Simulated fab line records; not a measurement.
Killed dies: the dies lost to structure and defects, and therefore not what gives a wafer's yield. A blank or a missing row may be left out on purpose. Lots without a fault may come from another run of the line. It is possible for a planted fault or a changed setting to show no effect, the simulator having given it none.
Which tool did it? + flow gf180mcu + 36 wafers from 12 lots sampled at 3 of the route's 602 steps

## WHAT THE GAUGES READ, wafer by wafer
GF_M4_RS_MEAS_05: uses a four-point probe to measure.
| lot  | measured     | on            | M4_ALCU_RS (ohm/sq)  |
|------|--------------|---------------|----------------------|
| L808 | day 22 10:27 | film metro-03 | 0.0677 0.0682 0.0690 |
| L810 | day 23 15:44 | film metro-03 | 0.0690 0.0702 0.0706 |
| L811 | day 23 20:13 | film metro-02 | 0.0712 0.0709 0.0720 |
| L817 | day 25 10:44 | film metro-02 | 0.0696 0.0699 0.0700 |
| L818 | day 25 15:06 | film metro-01 | 0.0696 0.0698 0.0707 |
| L822 | day 27 02:58 | film metro-02 | 0.0701 0.0689 0.0698 |
| L824 | day 27 16:44 | film metro-02 | 0.0702 0.0713 0.0714 |
| L827 | day 28 19:57 | film metro-01 | 0.0686 0.0687 0.0689 |
| L828 | day 29 00:19 | film metro-02 | 0.0725 0.0709 0.0715 |
| L829 | day 29 10:15 | film metro-02 | 0.0704 0.0707 0.0706 |
| L830 | day 29 11:13 | film metro-01 | 0.0696 0.0695 0.0688 |
| L831 | day 29 17:07 | film metro-02 | 0.0690 0.0696 0.0692 |

GF_V4_CD_MEAS_14 targets a cd of 260 nm.
| lot  | measured     | on        | cd nm (nm)        |
|------|--------------|-----------|-------------------|
| L808 | day 24 09:00 | cd sem-02 | 261.7 261.2 261.2 |
| L810 | day 25 13:03 | cd sem-01 | 258.1 258.3 258.4 |
| L811 | day 25 17:36 | cd sem-02 | 258.4 258.4 259.0 |
| L817 | day 27 07:02 | cd sem-01 | 263.9 264.2 262.8 |
| L818 | day 27 10:24 | cd sem-02 | 263.7 264.2 264.0 |
| L822 | day 28 20:08 | cd sem-02 | 261.1 261.5 259.9 |
| L824 | day 29 09:49 | cd sem-02 | 258.8 259.6 259.5 |
| L827 | day 30 11:02 | cd sem-01 | 260.1 261.4 261.0 |
| L828 | day 30 15:38 | cd sem-02 | 261.7 260.9 263.7 |
| L829 | day 31 00:58 | cd sem-02 | 260.2 260.0 259.7 |
| L830 | day 31 01:11 | cd sem-01 | 259.0 259.2 260.3 |
| L831 | day 31 07:09 | cd sem-01 | 258.8 259.0 259.3 |

## WHAT TOOL EACH LOT RAN ON (gives the tool, then ch and the chambers of the sampled wafers, and finally the start)
| lot  | GF_V4_PEB_12                      |
|------|-----------------------------------|
| L808 | litho track-02 ch 0, day 24 08:39 |
| L810 | litho track-03 ch 0, day 25 12:42 |
| L811 | litho track-02 ch 0, day 25 17:15 |
| L817 | litho track-01 ch 0, day 27 06:41 |
| L818 | litho track-01 ch 0, day 27 10:04 |
| L822 | litho track-02 ch 0, day 28 19:47 |
| L824 | litho track-03 ch 0, day 29 09:29 |
| L827 | litho track-02 ch 0, day 30 10:41 |
| L828 | litho track-02 ch 0, day 30 15:17 |
| L829 | litho track-03 ch 0, day 31 00:38 |
| L830 | litho track-01 ch 0, day 31 00:50 |
| L831 | litho track-03 ch 0, day 31 06:48 |
- GF_V4_PEB_12: peb time 90 s.

## AS READ BY THE TOOLS THEMSELVES (means over the sampled wafers that have a number; for cases with no such wafer, the mark the record gives instead)
GF_V4_PEB_12.
| lot  | tool           | resist line temp C (C) |
|------|----------------|------------------------|
| L808 | litho track-02 | 22.84                  |
| L810 | litho track-03 | 22.92                  |
| L811 | litho track-02 | 23.02                  |
| L817 | litho track-01 | 22.98                  |
| L818 | litho track-01 | 23.05                  |
| L822 | litho track-02 | 22.99                  |
| L824 | litho track-03 | 22.99                  |
| L827 | litho track-02 | 22.99                  |
| L828 | litho track-02 | 23.07                  |
| L829 | litho track-03 | 22.90                  |
| L830 | litho track-01 | 22.89                  |
| L831 | litho track-03 | 22.86                  |

## THE ANSWER, worked out from the rows above alone
Rule: usual is defined by the lots themselves. The widest of any qualifying gaps counts: lots, ordered by their means at a reading, are off when they make up no more than a third of the lots, leave a main group of 4 or more, and stand apart from it by 3 or more times the standard deviation of that group's means. The tables above print the reading to a certain number of digits; a main group whose means all agree to those digits is not used. A lot without any number at a reading at which 4 lots or more have one is off too. The other lots that the step has rows for count as sound. After the gauges, taken in route order, come the tools' own readings; for these a lot's mean is taken, as printed above. The first step at which some lot is off is used, and at that step the reading that is off furthest; a lot without a number counts as furthest.
None of the lots is off at any reading shown; this tells nothing.

## WHAT THE SIMULATOR HAD PUT IN
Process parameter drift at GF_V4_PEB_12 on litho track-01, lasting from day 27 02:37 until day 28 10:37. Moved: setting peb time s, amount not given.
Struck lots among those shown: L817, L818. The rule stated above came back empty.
